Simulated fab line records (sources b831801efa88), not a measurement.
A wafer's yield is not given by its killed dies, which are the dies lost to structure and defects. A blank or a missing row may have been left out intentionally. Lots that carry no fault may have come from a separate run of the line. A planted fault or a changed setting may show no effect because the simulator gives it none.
The tool behind it: which one?	flow sky130	45 wafers from 15 lots sampled at 4 of the route's 708 steps

WHAT EACH GAUGE READ, for each wafer
SKY_POLY_GATE_OVL_MEAS_14. Usual: POLY_GATE_OVL typically reads -2 nm, with standard deviation 5.1.
lot	measured	on	POLY_GATE_OVL (nm)	flag
L291	day 16 18:26	overlay-02	0 7 8	
L293	day 17 06:15	overlay-02	-9 5 0	
L295	day 18 02:37	overlay-01	-9 -10 -6	
L297	day 18 18:35	overlay-02	-2 -10 -3	
L298	day 18 18:49	overlay-02	6 1 1	
L306	day 21 19:03	overlay-02	-5 -3 -11	
L304	day 21 19:20	overlay-02	1 -6 1	
L305	day 21 19:28	overlay-01	-2 -1 3	
L307	day 22 04:50	overlay-01	-4 1 -8	
L309	day 23 01:13	overlay-01	-1 -3 -2	
L308	day 23 01:20	overlay-02	-1 -8 3	
L310	day 23 10:31	overlay-02	2 1 -4	
L312	day 24 04:46	overlay-02	-1 -4 -7	
L314	day 24 09:41	overlay-01	3 2 4	
L313	day 24 10:56	overlay-02	-2 -2 7	

SKY_RES_XHIGH_TW_MEAS_09. Usual: RES_XHIGH_TW typically reads 1638, with standard deviation 14.
lot	measured	on	RES_XHIGH_TW	flag
L291	day 26 23:31	film-metro-02	1619 1620 1624	
L293	day 27 12:49	film-metro-01	1651 1658 1650	
L295	day 28 12:14	film-metro-02	1635 1639 1640	
L297	day 29 02:13	film-metro-04	1648 1647 1644	
L298	day 29 01:38	film-metro-02	1613 1627 1605	
L306	day 31 16:50	film-metro-02	30 30 29	OFF
L304	day 31 22:47	film-metro-02	30 30 30	OFF
L305	day 31 21:55	film-metro-04	30 30 30	OFF
L307	day 32 02:11	film-metro-04	1641 1653 1638	
L309	day 32 19:43	film-metro-02	1616 1615 1612	
L308	day 32 20:47	film-metro-01	1640 1644 1635	
L310	day 33 02:58	film-metro-02	1614 1615 1620	
L312	day 33 20:02	film-metro-01	1634 1629 1633	
L314	day 34 00:45	film-metro-01	1636 1642 1641	
L313	day 34 01:52	film-metro-02	1630 1618 1627	

WHAT TOOL EACH LOT RAN ON (gives the tool, then ch and the chambers of the sampled wafers, and finally the start)
lot	SKY_SD_P_STRIP_10	SKY_RES_XHIGH_EXPOSE_04
L291	plasma-asher-01 ch 0,1, day 25 18:07	iline-stepper-02 ch 0, day 26 08:56
L293	plasma-asher-04 ch 0,1, day 26 08:01	iline-stepper-01 ch 0, day 26 22:46
L295	plasma-asher-04 ch 0,1, day 27 06:56	iline-stepper-02 ch 0, day 27 22:08
L297	plasma-asher-01 ch 0,1, day 27 21:26	iline-stepper-01 ch 0, day 28 11:15
L298	plasma-asher-02 ch 0,1, day 27 21:05	iline-stepper-02 ch 0, day 28 11:01
L306	plasma-asher-01 ch 0,1, day 30 13:26	iline-stepper-01, day 31 02:47
L304	plasma-asher-02 ch 0,1, day 30 18:56	iline-stepper-01, day 31 08:59
L305	plasma-asher-02 ch 0,1, day 30 18:26	iline-stepper-01, day 31 08:02
L307	plasma-asher-04 ch 0,1, day 30 21:59	iline-stepper-02 ch 0, day 31 12:36
L309	plasma-asher-01 ch 0,1, day 31 16:44	iline-stepper-02 ch 0, day 32 05:32
L308	plasma-asher-04 ch 1, day 31 17:41	iline-stepper-02 ch 0, day 32 06:52
L310	plasma-asher-01 ch 0,1, day 32 00:01	iline-stepper-02 ch 0, day 32 13:47
L312	plasma-asher-01 ch 0,1, day 32 17:02	iline-stepper-02 ch 0, day 33 06:25
L314	plasma-asher-04 ch 0,1, day 32 22:29	iline-stepper-02 ch 0, day 33 11:14
L313	plasma-asher-04 ch 0,1, day 32 23:17	iline-stepper-01 ch 0, day 33 12:17
- SKY_SD_P_STRIP_10: strips in O2/N2.
- SKY_RES_XHIGH_EXPOSE_04: exposes mask URPM, target cd 1270 nm.

WHAT THE TOOLS THEMSELVES READ (means of the sampled wafers that have a number; where no wafer has one, the mark that the record gives instead)
SKY_SD_P_STRIP_10. Usual: drypump-motor-current-A 5.7 A, standard deviation 0.65; oes-product-au 0.617 a.u., standard deviation 0.0044; strip-time-to-endpoint-s 17.49 s, standard deviation 0.044.
lot	tool	drypump-motor-current-A (A)	oes-product-au (a.u.)	strip-time-to-endpoint-s (s)	flag
L291	plasma-asher-01	5.1	0.619	17.44	
L293	plasma-asher-04	6.1	0.616	17.49	
L295	plasma-asher-04	6.3	0.615	17.52	
L297	plasma-asher-01	4.9	0.617	17.49	
L298	plasma-asher-02	5.4	0.615	17.48	
L306	plasma-asher-01	5.1	0.618	17.47	
L304	plasma-asher-02	5.7	0.613	17.39	
L305	plasma-asher-02	5.7	0.616	17.53	
L307	plasma-asher-04	6.1	0.620	17.51	
L309	plasma-asher-01	5.0	0.618	17.43	
L308	plasma-asher-04	5.8	0.618	17.48	
L310	plasma-asher-01	4.9	0.618	17.42	
L312	plasma-asher-01	5.0	0.622	17.51	
L314	plasma-asher-04	6.1	0.620	17.53	
L313	plasma-asher-04	6.1	0.617	17.51	

SKY_RES_XHIGH_EXPOSE_04. Usual: exposure-dose-mJ-cm2 139.98, standard deviation 0.15; focus-offset-nm 0.1 nm, standard deviation 0.45.
lot	tool	exposure-dose-mJ-cm2	focus-offset-nm (nm)	flag
L291	iline-stepper-02	140.00	0.7	
L293	iline-stepper-01	140.14	-0.2	
L295	iline-stepper-02	139.87	1.0	
L297	iline-stepper-01	140.08	0.7	
L298	iline-stepper-02	139.94	0.2	
L306	iline-stepper-01	-	-	OFF
L304	iline-stepper-01	-	-	OFF
L305	iline-stepper-01	-	-	OFF
L307	iline-stepper-02	140.04	0.3	
L309	iline-stepper-02	140.17	-0.1	
L308	iline-stepper-02	140.10	0.3	
L310	iline-stepper-02	140.06	0.2	
L312	iline-stepper-02	139.98	0.3	
L314	iline-stepper-02	139.95	0.3	
L313	iline-stepper-01	140.04	-0.1	

THE ANSWER, worked out from the rows above alone
Rule: a lot is off if the mean of its wafers that have a number lies more than 3 standard deviations from the usual mean. A lot without any number at a reading at which 4 lots or more have one is off too. All remaining lots with rows at the step are treated as sound. The gauges are gone through in route order, then the tools' own readings, and for those a lot's mean is taken as printed above. At the first step where some lot is off, the reading lying furthest off is the one used; lots without a number count as furthest.
Off: at SKY_RES_XHIGH_TW_MEAS_09 (RES_XHIGH_TW), L306, L304, L305.
If a tool, at a process step before that reading, ran all the lots that are off and no sound lot after the first of them, it fits. The gauges at SKY_RES_XHIGH_TW_MEAS_09 aren't tried: what is off there is off at SKY_RES_XHIGH_EXPOSE_04 too, on other tools, and a gauge's error can't cause that. None of those tried fits.

WHAT THE SIMULATOR PUT IN
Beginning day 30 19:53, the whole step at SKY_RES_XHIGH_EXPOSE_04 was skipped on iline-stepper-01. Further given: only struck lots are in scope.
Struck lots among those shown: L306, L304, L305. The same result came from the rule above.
